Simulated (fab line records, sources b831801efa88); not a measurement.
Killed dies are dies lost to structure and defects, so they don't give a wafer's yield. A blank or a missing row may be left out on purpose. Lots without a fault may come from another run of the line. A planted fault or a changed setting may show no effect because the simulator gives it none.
fab line records | flow sky130
record lots=6 wafers=17 last_day=50
route steps=708 shown VIA3@591 METAL4@598 CAP2M@603 PAD_OPEN@708
lots that met no fault: from a run of the same line without faults
start_h: hours from the record's first day to the start of the lot's first wafer shown | wait_h: hours since the lot's step before | " the same as in the row above | L1.1+2: a row that stands for several wafers | - no value, or no start given | * or withheld: withheld | < > ~ a bound
route shown NAME@n: a module of which the file shows steps, and the number in the route of the first | usual: mean/standard deviation of fault-free wafers | same: alike in all rows | chamber/n: place in a boat | sites: the reading at each site | _std_site: their standard deviation | _edge_site: outer sites' mean less inner sites' | radius_mm: how far each site lies from the wafer's centre | mask NAME#n: copy n | behind: the tool/chamber that last shaped the wafer | hold: why the lot was held/for how many hours/how that ended | device: the transistor (n, p or np) that didn't switch | end of line: the same wafers' tests at the end of the route | a step without rows: its recipe alone | killed: dies lost to structure and defects at the first sort, not the wafer's yield | map: a wafer's dies, x killed, . not, _ none there
set.NAME: the setting as run; set.NAME@STEP: as run at that earlier step | model.NAME: the simulator's own value behind a step, which no gauge read
lots at some steps of the route; a table a step, a row a wafer
services: from which hour (start_h, from the record's first day; less than 0 if before it) a tool's chamber was out of use, for how many hours, and why
## steps
# step SKY_VIA3_CLEAN_18
# recipe chemistry=IPA time_s=180 temp_c=25
# step SKY_VIA3_CLEAN_19
# recipe chemistry=O3/DIW dry=n2_spin
# step SKY_VIA3_SPUTTER_20
# recipe material=TiN target_thk_nm=20 chamber_pressure_pa=5 power_w=4000 time_s=80
# step SKY_VIA3_CVD_21
# recipe material=W target_thk_nm=390 time_s=117.31 temp_c=400 pressure_torr=40
# step SKY_VIA3_RS_MEAS_22
# recipe thk_meas_gauge=four-point-probe reads=W_of_VIA3_CVD_21+TiN_of_VIA3_SPUTTER_20
# usual VIA3_W_RS=0.295/0.0041
# columns lot.wafer tool chamber start_h wait_h VIA3_W_RS[ohm/sq]
L693.2 film_metro-02 - 997.84 0.1 0.297
L693.3 " - " " 0.289
L693.5 " - " " 0.298
L695.2 film_metro-03 - 1010.39 0.2 0.290
L695.4 " - " " 0.290
L695.6 " - " " 0.289
L699.1 film_metro-02 - 1033.63 0.1 0.290
L699.4 " - " " 0.291
L699.5 " - " " 0.292
L700.1 film_metro-03 - 1042.95 0.1 0.299
L700.3 " - " " 0.296
L706.1 film_metro-03 - 1074.65 0.1 0.293
L706.3 " - " " 0.292
L706.5 " - " " 0.291
L707.2 film_metro-02 - 1080.84 0.1 0.294
L707.4 " - " " 0.296
L707.5 " - " " 0.297
# step SKY_VIA3_THK_MEAS_23
# recipe thk_meas_gauge=xrf reads=W_of_VIA3_CVD_21
# usual VIA3_W_THK=376/6
# columns lot.wafer tool chamber start_h wait_h VIA3_W_THK[nm]
L693.2 film_metro-02 - 997.95 0.1 372
L693.3 " - " " 379
L693.5 " - " " 371
L695.2 film_metro-03 - 1010.50 0.1 384
L695.4 " - " " 383
L695.6 " - " " 386
L699.1 film_metro-02 - 1033.75 0.1 378
L699.4 " - " " 377
L699.5 " - " " 374
L700.1 film_metro-03 - 1043.07 0.1 374
L700.3 " - " " 378
L706.1 film_metro-03 - 1074.77 0.1 383
L706.3 " - " " 387
L706.5 " - " " 388
L707.2 film_metro-02 - 1080.95 0.1 378
L707.4 " - " " 377
L707.5 " - " " 375
# step SKY_VIA3_CMP_24
# recipe stop_on=SiO2 t_overpolish_s=20 down_force_psi=3.5 platen_rpm=60 target_thk_nm=0 pad_velocity_m_s=0.94248
# usual motor_current_A=10.6/0.85 overpolish_run_s=19.998/0.0087 retaining_ring_pressure_frac=0.999/0.0053 time_to_endpoint_s=96/4.5
# columns lot.wafer tool chamber start_h wait_h motor_current_A overpolish_run_s retaining_ring_pressure_frac time_to_endpoint_s
L693.3 cmp-02 1 998.10 0.1 11.2 20.001 0.997 103
L693.2 " 2 " " 11.4 19.989 1.004 96
L693.5 " 0 " " 9.7 20.001 0.999 89
L695.2 cmp-01 0 1010.60 0.1 12.3 20.010 1.001 95
L695.4 " 1 " " 9.6 19.975 0.998 93
L695.6 " 0 " " 12.0 19.998 1.002 95
L699.4 cmp-01 0 1034.35 0.6 11.7 20.000 1.001 95
L699.1 " 2 " " 9.8 20.017 1.000 102
L699.5 " 3 " " 11.8 20.001 1.000 96
L700.3 cmp-01 3 1043.76 0.7 11.1 20.004 0.999 93
L700.1 " 0 " " 11.1 19.997 0.997 93
L706.1 cmp-02 1 1074.83 0.1 11.5 19.995 1.005 107
L706.3 " 0 " " 9.7 19.997 0.995 96
L706.5 " 1 " " 11.7 20.009 0.996 107
L707.4 cmp-02 0 1081.00 0.0 9.7 19.993 0.989 97
L707.2 " 2 " " 11.5 19.999 1.009 105
L707.5 " 1 " " 10.6 20.007 0.990 101
# step SKY_METAL4_SPUTTER_00
# recipe material=Ti target_thk_nm=15 power_w=3000 time_s=10 chamber_pressure_pa=0.4
# step SKY_METAL4_SPUTTER_01
# recipe material=TiN target_thk_nm=20 power_w=6500 time_s=16.7 chamber_pressure_pa=0.4
# step SKY_METAL4_SPUTTER_02
# recipe material=AlCu target_thk_nm=735 power_w=10600 time_s=39.1 chamber_pressure_pa=0.4
# step SKY_METAL4_SPUTTER_03
# recipe material=Ti target_thk_nm=5 power_w=3000 time_s=3.3 chamber_pressure_pa=0.4
# step SKY_METAL4_SPUTTER_04
# recipe material=TiN target_thk_nm=70 power_w=6500 time_s=58.3 chamber_pressure_pa=0.4
# step SKY_CAP2M_CVD_00
# recipe material=SiO2 target_thk_nm=15.5 temp_c=400 time_s=withheld rf_w=450
# usual heater_power_w=691/90
# columns lot.wafer tool chamber start_h wait_h heater_power_w model.SiO2_of_CAP2M_CVD_00.thk_nm
L693.2 pecvd-01 1 998.45 0.0 672 15.53
L693.3 " 0 " " 761 15.68
L693.5 " 0 " " 753 16.12
L695.2 pecvd-02 2 1011.01 0.0 687 15.17
L695.4 " 2 " " 666 15.44
L695.6 " 0 " " 718 15.05
L699.1 pecvd-02 0 1034.75 0.0 652 6.635
L699.4 " 1 " " 810 15.97
L699.5 " 0 " " 656 15.5
L700.1 pecvd-02 1 1044.16 0.0 788 6.892
L700.3 " 2 " " 660 15.02
L706.1 pecvd-01 0 1075.29 0.0 754 15.87
L706.3 " 2 " " 558 15.9
L706.5 " 2 " " 546 16.08
L707.2 pecvd-01 0 1081.46 0.0 693 15.77
L707.4 " 0 " " 698 15.81
L707.5 " 1 " " 644 15.89
# step SKY_CAP2M_THK_MEAS_01
# recipe reads=SiO2_of_CAP2M_CVD_00
# usual CAP2M_CVD_00_THK=15.6/0.33
# columns lot.wafer tool chamber start_h wait_h CAP2M_CVD_00_THK[nm]
L693.2 film_metro-04 - 998.48 - 15.5
L693.3 " - " " 15.6
L693.5 " - " " 16.1
L695.2 film_metro-03 - 1011.05 - 15.1
L695.4 " - " " 15.4
L695.6 " - " " 15.1
L699.1 film_metro-03 - 1034.77 - 6.6
L699.4 " - " " 15.9
L699.5 " - " " 15.5
L700.1 film_metro-03 - 1044.18 - 6.9
L700.3 " - " " 15.0
L706.1 film_metro-01 - 1075.31 - 15.9
L706.3 " - " " 15.9
L706.5 " - " " 16.1
L707.2 film_metro-01 - 1081.49 - 15.7
L707.4 " - " " 15.8
L707.5 " - " " 15.9
# step SKY_CAP2M_SPUTTER_02
# recipe material=TiN target_thk_nm=200 temp_c=300 power_w=6500 time_s=166.7 chamber_pressure_pa=0.4
# usual substrate_temp_c=299.99/0.18 throttle_valve_pct=30.0/0.94
# columns lot.wafer tool chamber start_h wait_h substrate_temp_c throttle_valve_pct
L693.2 pvd_sputter-03 - 998.53 0.0 299.99 29.5
L693.3 " - " " 300.28 29.2
L693.5 " - " " 300.05 30.0
L695.2 pvd_sputter-01 - 1011.10 0.0 299.56 30.0
L695.4 " - " " 299.90 31.2
L695.6 " - " " 299.79 30.8
L699.1 pvd_sputter-03 - 1034.83 0.1 299.94 29.6
L699.4 " - " " 299.91 28.9
L699.5 " - " " 300.14 30.2
L700.1 pvd_sputter-02 - 1044.24 0.1 300.05 31.0
L700.3 " - " " 300.03 31.6
L706.1 pvd_sputter-03 - 1075.37 0.1 299.90 29.8
L706.3 " - " " 299.69 30.2
L706.5 " - " " 299.82 30.2
L707.2 pvd_sputter-01 - 1081.54 0.0 299.61 28.8
L707.4 " - " " 300.09 29.8
L707.5 " - " " 299.94 29.8
# step SKY_CAP2M_RS_MEAS_03
# recipe thk_meas_gauge=four-point-probe reads=TiN_of_CAP2M_SPUTTER_02
# usual CAP2M_TIN_RS=6.91/0.08
# columns lot.wafer tool chamber start_h wait_h CAP2M_TIN_RS[ohm/sq]
L693.2 film_metro-03 - 998.66 0.1 6.82
L693.3 " - " " 6.80
L693.5 " - " " 6.84
L695.2 film_metro-03 - 1011.23 0.1 6.94
L695.4 " - " " 6.99
L695.6 " - " " 6.93
L699.1 film_metro-04 - 1034.94 0.1 6.96
L699.4 " - " " 6.91
L699.5 " - " " 6.92
L700.1 film_metro-04 - 1044.35 0.1 7.18
L700.3 " - " " 6.97
L706.1 film_metro-04 - 1075.48 0.1 6.85
L706.3 " - " " 6.85
L706.5 " - " " 6.79
L707.2 film_metro-04 - 1081.67 0.1 6.74
L707.4 " - " " 6.82
L707.5 " - " " 6.84
# step SKY_CAP2M_THK_MEAS_04
# recipe thk_meas_gauge=xrf reads=TiN_of_CAP2M_SPUTTER_02
# usual CAP2M_TIN_THK=202.1/2.8
# columns lot.wafer tool chamber start_h wait_h CAP2M_TIN_THK[nm]
L693.2 film_metro-03 - 998.77 0.1 202.7
L693.3 " - " " 203.2
L693.5 " - " " 202.5
L695.2 film_metro-03 - 1011.34 0.1 199.8
L695.4 " - " " 197.5
L695.6 " - " " 199.6
L699.1 film_metro-04 - 1035.06 0.1 201.8
L699.4 " - " " 202.1
L699.5 " - " " 201.9
L700.1 film_metro-04 - 1044.47 0.1 194.5
L700.3 " - " " 200.7
L706.1 film_metro-04 - 1075.60 0.1 204.8
L706.3 " - " " 204.6
L706.5 " - " " 207.3
L707.2 film_metro-04 - 1081.78 0.1 209.2
L707.4 " - " " 207.4
L707.5 " - " " 205.7
# step SKY_CAP2M_DEHYDRATE_05
# recipe temp_c=200 time_s=60
# step SKY_CAP2M_HMDS_06
# recipe prime_time_s=60 prime_temp_c=120
# step SKY_CAP2M_COAT_07
# recipe resist=NOVOLAK spin_rpm=3000 resist_thk_nm=1140
# step SKY_CAP2M_SOFTBAKE_08
# recipe temp_c=90 time_s=60 resist=NOVOLAK
# step SKY_CAP2M_EXPOSE_09
# recipe mask_id=CAP2M na=0.6 source_shape=conventional sigma_outer=0.6 polarization=unpolarized target_cd_nm=1000 dose_mj=159
# step SKY_CAP2M_PEB_10
# recipe temp_c=withheld time_s=* resist=NOVOLAK
# step SKY_CAP2M_DEVELOP_11
# recipe resist=NOVOLAK developer=TMAH develop_time_s=60 dev_temp_c=23
# step SKY_CAP2M_OVL_MEAS_12
# usual CAP2M_OVL=-0.2/1.5
# columns lot.wafer tool chamber start_h wait_h CAP2M_OVL[nm]
L693.2 overlay-01 - 1021.57 0.1 -0.3
L693.3 " - " " 2.2
L693.5 " - " " -0.6
L695.2 overlay-01 - 1033.77 0.1 -1.8
L695.4 " - " " -2.3
L695.6 " - " " -0.6
L699.1 overlay-01 - 1056.83 0.1 -0.8
L699.4 " - " " -0.3
L699.5 " - " " -1.7
L700.1 overlay-01 - 1066.13 0.1 -1.9
L700.3 " - " " -1.1
L706.1 overlay-01 - 1095.78 0.1 0.6
L706.3 " - " " 1.3
L706.5 " - " " 1.8
L707.2 overlay-02 - 1101.64 0.1 -1.7
L707.4 " - " " -0.9
L707.5 " - " " -1.8
# step SKY_CAP2M_METAL_ETCH_13
# recipe target_depth_nm=220 stop_on=SiO2 chemistry=Cl2/BCl3 target=TiN pressure_mtorr=10 icp_w=900 bias_w=48.5 Cl2_flow_sccm=60 bcl3_flow_sccm=30 time_s=62.9
# usual drypump_motor_current_A=5.5/0.35 mfc_cl2_sccm=60.00/0.19 oes_product_au=0.942/0.0085 throttle_valve_pct=21.902/0.011
# columns lot.wafer tool chamber start_h wait_h drypump_motor_current_A mfc_cl2_sccm oes_product_au rf_hours_counter_h throttle_valve_pct
L693.2 rie_metal-02 0 1021.63 0.0 6.0 59.99 0.950 - 21.891
L693.3 " 0 " " 5.9 59.75 0.948 - 21.903
L693.5 " 0 " " 6.0 59.93 0.943 - 21.894
L695.2 rie_metal-04 0 1033.80 0.0 5.7 59.58 0.941 17 21.882
L695.4 " 0 " " 5.6 59.78 0.935 - 21.910
L695.6 " 1 " " 5.0 60.28 0.940 - 21.900
L699.1 rie_metal-04 0 1056.87 0.0 5.6 60.08 0.932 19 21.901
L699.4 " 1 " " 5.0 60.03 0.938 - 21.901
L699.5 " 1 " " 5.0 59.92 0.938 - 21.905
L700.1 rie_metal-01 1 1066.17 0.0 5.7 60.37 0.915 18 21.912
L700.3 " 1 " " 5.7 59.82 0.941 - 21.900
L706.1 rie_metal-04 0 1095.82 0.0 5.7 60.11 0.960 22 21.896
L706.3 " 0 " " 5.6 60.09 0.953 - 21.903
L706.5 " 0 " " 5.6 60.11 0.960 - 21.888
L707.2 rie_metal-02 1 1101.67 0.0 5.7 60.25 0.957 14 21.893
L707.4 " 0 " " 6.0 59.70 0.948 - 21.904
L707.5 " 0 " " 5.9 59.81 0.946 - 21.882
# step SKY_CAP2M_STRIP_14
# recipe chemistry=O2/N2 power_w=1400 pressure_mtorr=1500 platen_temp_c=withheld o2_flow_sccm=3000 n2_flow_sccm=300 overash_fraction=0.5
# step SKY_CAP2M_STRIP_15
# recipe chemistry=post_etch_residue_remover time_s=1200 temp_c=72.5
# step SKY_CAP2M_CLEAN_16
# recipe chemistry=IPA time_s=180 temp_c=25
# step SKY_CAP2M_CLEAN_17
# recipe chemistry=O3/DIW dry=n2_spin
# step SKY_METAL4_DEHYDRATE_05
# recipe temp_c=200 time_s=60
# step SKY_METAL4_HMDS_06
# recipe prime_time_s=60 prime_temp_c=120
# step SKY_METAL4_COAT_07
# recipe resist=BARC temp_c=withheld time_s=withheld spin_rpm=3000 resist_thk_nm=60
# step SKY_METAL4_COAT_08
# recipe resist=KrF-thick spin_rpm=3000 resist_thk_nm=1140
# step SKY_METAL4_SOFTBAKE_09
# recipe temp_c=100 time_s=90 resist=KrF-thick
# step SKY_METAL4_EXPOSE_10
# recipe mask_id=MM4 na=0.68 source_shape=annular sigma_inner=0.4 sigma_outer=0.8 target_cd_nm=300 dose_mj=28
# step SKY_METAL4_PEB_11
# recipe peb_temp_c=withheld peb_time_s=withheld resist=KrF-thick
# step SKY_METAL4_DEVELOP_12
# recipe develop_time_s=60 resist=KrF-thick dev_temp_c=21
# step SKY_METAL4_CD_MEAS_13
# recipe target_cd_nm=300
# usual cd_nm=300.1/1.6
# columns lot.wafer tool chamber start_h wait_h cd_nm
L693.2 cd_sem-02 - 1044.44 - 299.8
L693.3 " - " " 300.3
L693.5 " - " " 300.4
L695.2 cd_sem-01 - 1057.24 - 303.8
L695.4 " - " " 304.9
L695.6 " - " " 303.1
L699.1 cd_sem-02 - 1078.92 - 302.4
L699.4 " - " " 301.4
L699.5 " - " " 302.4
L700.1 cd_sem-01 - 1087.92 - 303.0
L700.3 " - " " 302.2
L706.1 cd_sem-02 - 1116.77 - 299.8
L706.3 " - " " 298.8
L706.5 " - " " 299.6
L707.2 cd_sem-02 - 1122.39 - 300.9
L707.4 " - " " 301.5
L707.5 " - " " 300.2
# step SKY_METAL4_OVL_MEAS_14
# usual METAL4_OVL=1/5.4
# columns lot.wafer tool chamber start_h wait_h METAL4_OVL[nm]
L693.2 overlay-02 - 1044.54 0.1 7
L693.3 " - " " 1
L693.5 " - " " -2
L695.2 overlay-01 - 1057.35 0.1 14
L695.4 " - " " 4
L695.6 " - " " 4
L699.1 overlay-01 - 1079.04 0.1 -3
L699.4 " - " " 5
L699.5 " - " " 7
L700.1 overlay-02 - 1088.04 0.1 7
L700.3 " - " " 1
L706.1 overlay-02 - 1116.89 0.1 3
L706.3 " - " " -6
L706.5 " - " " 2
L707.2 overlay-02 - 1122.49 0.1 8
L707.4 " - " " 4
L707.5 " - " " 2
# step SKY_METAL4_DESCUM_15
# recipe chemistry=O2 source_power_w=150 bias_power_w=0 pressure_mtorr=10 temp_c=40 time_s=8
# usual drypump_motor_current_A=5.51/0.26 oes_product_au=1.001/0.0096
# columns lot.wafer tool chamber start_h wait_h drypump_motor_current_A oes_product_au rf_hours_counter_h
L693.2 rie_metal-01 0 1044.57 0.0 5.28 1.014 23
L693.3 " 0 " " 5.27 1.010 -
L693.5 " 0 " " 5.29 1.007 -
L695.2 rie_metal-03 1 1057.38 0.0 5.54 0.995 2
L695.4 " 1 " " 5.54 0.990 -
L695.6 " 0 " " 5.77 0.992 -
L699.1 rie_metal-01 0 1079.08 0.0 5.28 1.021 0
L699.4 " 1 " " 5.68 1.003 -
L699.5 " 0 " " 5.30 1.014 -
L700.1 rie_metal-04 0 1088.07 0.0 5.58 1.006 21
L700.3 " 1 " " 4.98 1.000 -
L706.1 rie_metal-01 0 1116.92 0.0 5.31 1.005 3
L706.3 " 1 " " 5.70 0.986 -
L706.5 " 0 " " 5.28 0.996 -
L707.2 rie_metal-01 1 1122.52 0.0 5.68 0.996 23
L707.4 " 1 " " 5.69 1.011 -
L707.5 " 0 " " 5.29 1.017 -
# step SKY_METAL4_ETCH_16
# recipe chemistry=N2/H2 target=BARC ion_energy_ev=200 bias_w=100 pressure_mtorr=30 n2_flow_sccm=100 h2_flow_sccm=200 icp_w=500 stop_on=SiO2 time_s=88.2 target_depth_a=600
# usual drypump_motor_current_A=5.52/0.27 oes_product_au=0.626/0.0047 throttle_valve_pct=13.206/0.009
# columns lot.wafer tool chamber start_h wait_h drypump_motor_current_A oes_product_au rf_hours_counter_h throttle_valve_pct
L693.2 rie_metal-01 0 1044.60 0.0 5.31 0.636 23 13.205
L693.3 " 0 " " 5.31 0.632 - 13.208
L693.5 " 0 " " 5.30 0.626 - 13.198
L695.2 rie_metal-03 1 1057.41 0.0 5.55 0.627 2 13.215
L695.4 " 1 " " 5.54 0.620 - 13.208
L695.6 " 0 " " 5.79 0.627 - 13.204
L699.1 rie_metal-01 0 1079.11 0.0 5.31 0.625 0 13.196
L699.4 " 1 " " 5.71 0.623 - 13.218
L699.5 " 0 " " 5.30 0.629 - 13.198
L700.1 rie_metal-04 0 1088.11 0.0 5.59 0.628 21 13.201
L700.3 " 1 " " 5.00 0.632 - 13.201
L706.1 rie_metal-01 0 1116.95 0.0 5.29 0.625 3 13.203
L706.3 " 1 " " 5.70 0.624 - 13.209
L706.5 " 0 " " 5.29 0.624 - 13.209
L707.2 rie_metal-01 1 1122.55 0.0 5.68 0.617 23 13.207
L707.4 " 1 " " 5.69 0.631 - 13.197
L707.5 " 0 " " 5.27 0.629 - 13.197
# step SKY_METAL4_ETCH_17
# recipe target=SiO2 stop_on=TiN chemistry=C4F8/O2/Ar source_w=1500 bias_w=1200 pressure_mtorr=40 c4f8_flow_sccm=withheld O2_flow_sccm=6 Ar_flow_sccm=300 time_s=3.9 target_depth_a=150
# usual oes_product_au=0.756/0.0093
# columns lot.wafer tool chamber start_h wait_h oes_product_au rf_hours_counter_h model.etch.depth_nm
L693.2 rie_diel-01 2 1044.70 0.1 0.758 2 15.53
L693.3 " 0 " " 0.775 16 15.68
L693.5 " 0 " " 0.765 - 16.12
L695.2 rie_diel-01 3 1057.51 0.1 0.750 20 15.17
L695.4 " 1 " " 0.755 21 15.44
L695.6 " 3 " " 0.745 - 15.05
L699.1 rie_diel-01 1 1079.21 0.1 0.538 22 6.635
L699.4 " 0 " " 0.767 17 15.97
L699.5 " 2 " " 0.756 - 15.5
L700.1 rie_diel-04 3 1088.20 0.1 0.546 20 6.892
L700.3 " 2 " " 0.740 13 15.02
L706.1 rie_diel-04 1 1117.05 0.1 0.763 11 15.87
L706.3 " 0 " " 0.771 22 15.9
L706.5 " 3 " " 0.773 - 16.08
L707.2 rie_diel-04 2 1122.65 0.1 0.760 14 15.77
L707.4 " 0 " " 0.763 22 15.81
L707.5 " 2 " " 0.767 - 15.89
# step SKY_PAD_OPEN_PROBE_99
# usual defect_limited_yield=82.9/1.7 killed_at_M0_to_M3=42/6.1 killed_at_M4_up=3.4/2 killed_at_contacts=23/4.8 killed_at_front_end=15/3.8 killed_at_other=0.3/0.48 killed_dies=84/8.5 killed_open=46/6.8 killed_short=38/6.2
# same gross_dies=492 killed_at_back_side=0
# columns lot.wafer tool chamber start_h wait_h defect_limited_yield[%] killed_at_M0_to_M3 killed_at_M4_up killed_at_contacts killed_at_front_end killed_at_other killed_dies killed_open killed_short model.etest.tester.sort_n_pass model.etest.tester.sort_yield_pct model.etest.tester.sort_bin_4_pct model.etest.tester.sort_bin_5_pct model.etest.cap_mim2.bv_v model.etest.cap_mim2.leak_log10_a_cm2 model.etest.cap_mim2.c_ff_um2 model.etest.tester.sort_bin_8_pct
L693.2 prober-02 - 1133.66 0.1 82.7 47 5 21 12 0 85 53 32 407 82.72 0 9.959 13.72 -9.036 2.315 0
L693.3 prober-02 - 1133.71 0.2 84.8 43 1 19 12 0 75 46 29 417 84.76 0 9.35 14.19 -9.268 2.317 0
L693.5 prober-02 - 1133.81 0.2 84.1 43 7 19 9 0 78 39 39 414 84.15 0 9.35 14.24 -9.138 2.245 0
L695.2 prober-02 - 1144.93 0.1 86.2 38 2 19 9 0 68 34 34 424 86.18 0 9.146 13.86 -8.952 2.41 0
L695.4 prober-02 - 1145.03 0.2 82.3 48 3 18 17 1 87 38 47 405 82.32 0 10.98 13.63 -8.861 2.346 0
L695.6 prober-02 - 1145.13 0.2 83.5 42 0 18 21 0 81 41 40 411 83.54 0 8.943 13.18 -8.914 2.397 0
L699.1 prober-02 - 1162.62 0.1 81.1 42 2 29 20 0 93 51 42 0 0 59.67 31.8 5.773 -3.51 5.466 2.301e-86
L699.4 prober-02 - 1162.77 0.2 81.3 46 3 22 20 1 92 54 38 400 81.3 0 11.38 14.51 -9.191 2.286 0
L699.5 prober-02 - 1162.82 0.2 84.8 39 3 24 9 0 75 39 36 417 84.76 0 8.74 13.84 -9.063 2.321 0
L700.1 prober-01 - 1171.04 0.1 82.3 44 4 26 13 0 87 51 36 0 0 38.23 55.27 6.032 -3.769 5.252 5.415e-79
L700.3 prober-01 - 1171.14 0.2 82.1 50 2 24 11 1 88 43 45 404 82.11 0 10.77 13.39 -8.998 2.425 0
L706.1 prober-02 - 1194.33 0.1 83.1 41 8 21 13 0 83 45 38 409 83.13 0 11.38 13.92 -8.887 2.264 0
L706.3 prober-02 - 1194.43 0.2 81.7 54 6 19 11 0 90 44 46 402 81.71 0 12.2 14.18 -8.955 2.26 0
L706.5 prober-02 - 1194.53 0.2 84.1 44 3 14 17 0 78 40 38 414 84.15 0 9.146 13.94 -9.036 2.257 0
L707.2 prober-01 - 1198.08 0.1 83.1 41 1 20 21 0 83 45 38 409 83.13 0 10.57 14.7 -8.971 2.301 0
L707.4 prober-01 - 1198.18 0.2 82.1 45 2 25 15 1 88 43 44 404 82.11 0 10.16 13.7 -8.972 2.315 0
L707.5 prober-01 - 1198.23 0.2 82.7 39 2 25 19 0 85 42 42 407 82.72 0 8.74 14.11 -9.111 2.286 0
# killed by level:class
L693.2 VIA1:geometric_particle:open=12 VIA2:geometric_particle:open=8 CONTACT:geometric_particle:open=7 VIA3:geometric_particle:open=7 LI_CONTACT:geometric_particle:open=6 METAL4:geometric_particle:short=5 METAL1:geometric_particle:short=4 POLY_GATE:geometric_particle:short=3
L693.3 VIA1:geometric_particle:open=10 LI_CONTACT:geometric_particle:open=9 CONTACT:geometric_particle:open=6 VIA2:geometric_particle:open=6 VIA3:geometric_particle:open=5 FIELD_ISO:geometric_particle:short=4 METAL1:geometric_particle:short=4 VIA3:geometric_particle:short=4
L693.5 CONTACT:geometric_particle:open=9 VIA1:geometric_particle:open=9 VIA3:geometric_particle:open=8 METAL2:geometric_particle:short=5 VIA2:geometric_particle:open=5 METAL4:geometric_particle:short=5 FIELD_ISO:geometric_particle:short=4 VIA1:geometric_particle:short=4
L695.2 METAL1:geometric_particle:short=9 CONTACT:geometric_particle:open=8 LI_CONTACT:geometric_particle:open=5 VIA1:geometric_particle:open=5 VIA1:geometric_particle:short=5 METAL2:geometric_particle:short=4 CONTACT:geometric_particle:short=3 METAL1:geometric_particle:open=3
L695.4 METAL2:geometric_particle:short=12 VIA1:geometric_particle:open=9 VIA2:geometric_particle:open=8 POLY_GATE:geometric_particle:open=6 LI_CONTACT:geometric_particle:open=6 METAL1:geometric_particle:short=6 LOCAL_INTERCONNECT:geometric_particle:short=5 CONTACT:geometric_particle:short=5
L695.6 FIELD_ISO:geometric_particle:short=9 VIA1:geometric_particle:open=9 VIA3:geometric_particle:open=8 LI_CONTACT:geometric_particle:open=7 METAL2:geometric_particle:short=7 FIELD_ISO:geometric_particle:open=5 POLY_GATE:geometric_particle:short=5 CONTACT:geometric_particle:open=5
L699.1 CONTACT:geometric_particle:open=13 VIA1:geometric_particle:open=9 CONTACT:geometric_particle:short=7 METAL1:geometric_particle:short=7 FIELD_ISO:geometric_particle:short=6 POLY_GATE:geometric_particle:short=6 VIA2:geometric_particle:open=6 VIA3:geometric_particle:open=6
L699.4 VIA1:geometric_particle:open=12 VIA3:geometric_particle:open=9 VIA2:geometric_particle:open=8 FIELD_ISO:geometric_particle:open=7 CONTACT:geometric_particle:short=6 POLY_GATE:geometric_particle:short=5 CONTACT:geometric_particle:open=5 METAL2:geometric_particle:short=5
L699.5 CONTACT:geometric_particle:open=9 VIA1:geometric_particle:open=8 LI_CONTACT:geometric_particle:open=6 METAL1:geometric_particle:short=6 METAL3:geometric_particle:short=5 VIA3:geometric_particle:open=5 POLY_GATE:geometric_particle:open=3 LI_CONTACT:geometric_particle:short=3
L700.1 CONTACT:geometric_particle:open=10 LI_CONTACT:geometric_particle:open=6 VIA2:geometric_particle:short=6 VIA2:geometric_particle:open=6 VIA3:geometric_particle:open=6 CONTACT:geometric_particle:short=5 FIELD_ISO:geometric_particle:open=4 METAL2:geometric_particle:open=4
L700.3 CONTACT:geometric_particle:open=9 VIA3:geometric_particle:open=9 VIA1:geometric_particle:open=8 LI_CONTACT:geometric_particle:open=7 METAL1:geometric_particle:short=7 METAL2:geometric_particle:short=7 VIA1:geometric_particle:short=6 VIA2:geometric_particle:open=5
L706.1 VIA1:geometric_particle:open=9 VIA3:geometric_particle:open=7 LI_CONTACT:geometric_particle:open=6 CONTACT:geometric_particle:short=6 CONTACT:geometric_particle:open=6 VIA2:geometric_particle:open=6 FIELD_ISO:geometric_particle:short=5 POLY_GATE:geometric_particle:short=5
L706.3 VIA3:geometric_particle:open=13 METAL1:geometric_particle:short=8 METAL2:geometric_particle:short=8 VIA1:geometric_particle:open=7 VIA2:geometric_particle:open=7 VIA1:geometric_particle:short=6 CONTACT:geometric_particle:open=5 LOCAL_INTERCONNECT:geometric_particle:short=5
L706.5 VIA1:geometric_particle:open=10 VIA2:geometric_particle:open=8 VIA3:geometric_particle:open=6 CONTACT:geometric_particle:open=6 METAL1:geometric_particle:short=5 METAL2:geometric_particle:short=5 FIELD_ISO:geometric_particle:short=4 POLY_GATE:geometric_particle:open=4
L707.2 VIA1:geometric_particle:open=9 FIELD_ISO:geometric_particle:short=8 METAL2:geometric_particle:short=7 VIA2:geometric_particle:open=7 FIELD_ISO:geometric_particle:open=6 CONTACT:geometric_particle:open=6 LI_CONTACT:geometric_particle:open=5 VIA3:geometric_particle:open=5
L707.4 VIA3:geometric_particle:open=9 CONTACT:geometric_particle:open=8 LOCAL_INTERCONNECT:geometric_particle:short=7 VIA1:geometric_particle:open=6 VIA2:geometric_particle:short=6 VIA2:geometric_particle:open=6 LI_CONTACT:geometric_particle:open=5 FIELD_ISO:geometric_particle:open=4
L707.5 CONTACT:geometric_particle:open=10 METAL1:geometric_particle:short=9 VIA3:geometric_particle:open=7 CONTACT:geometric_particle:short=6 VIA2:geometric_particle:open=6 VIA1:geometric_particle:open=6 LI_CONTACT:geometric_particle:open=5 FIELD_ISO:geometric_particle:short=4
## services
# columns tool chamber start_h hours kind
pecvd-02 0 981.72 16.5 scheduled_down
cmp-02 - 986.37 7.9 pm
rie_metal-03 - 992.67 2.0 repair
rie_diel-01 - 1005.27 0.8 repair
rie_metal-02 1 1007.36 17.4 repair
rie_metal-02 0 1028.66 1.0 repair
cmp-02 - 1030.35 15.0 pm
rie_diel-01 3 1040.79 7.2 repair
rie_metal-01 0 1049.66 - clean
rie_metal-01 0 1049.66 20.1 scheduled_down
rie_metal-01 0 1049.66 20.1 vent_cycle
cmp-02 - 1051.01 0.7 repair
cmp-02 - 1057.14 1.4 repair
cmp-01 - 1059.04 3.9 pm
rie_diel-01 - 1065.98 0.5 repair
cmp-02 - 1069.56 0.3 repair
pvd_sputter-01 - 1072.59 4.6 repair
rie_diel-04 0 1075.39 5.1 repair
pecvd-02 2 1083.00 9.3 repair
cmp-02 - 1084.11 4.0 pm
cmp-02 - 1088.11 - consumable_replace:conditioner
cmp-02 - 1088.11 - consumable_replace:pad
pvd_sputter-02 - 1097.45 10.7 repair
pecvd-01 0 1107.42 12.6 repair
## key
first_sign step=SKY_CAP2M_THK_MEAS_01 reading=CAP2M_CVD_00_THK direction=down sigmas=26 usual=15.6 struck=6.7
effect step=SKY_METAL4_ETCH_17 reading=oes_product_au direction=down sigmas=23 usual=0.756 struck=0.542
model_effect step=SKY_CAP2M_CVD_00 value=SiO2_of_CAP2M_CVD_00.thk_nm without=15.43 struck=6.763
model_effect step=SKY_METAL4_ETCH_17 value=etch.depth_nm without=15.43 struck=6.763
model_effect step=SKY_PAD_OPEN_PROBE_99 value=etest.tester.sort_n_pass without=402 struck=0
met_at SKY_CAP2M_CVD_00
struck_wafers L699.1,L700.1
onset_between 1011.01 1034.75
fault kind=process_parameter_drift tool=pecvd-02 chamber=- onset_h=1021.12 steps=SKY_CAP2M_CVD_00 channel=target_thk_nm offset=-8.7345 shape=step end_h=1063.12 scope=struck_wafers_only acts_in=these_recipes_only stated=15.5
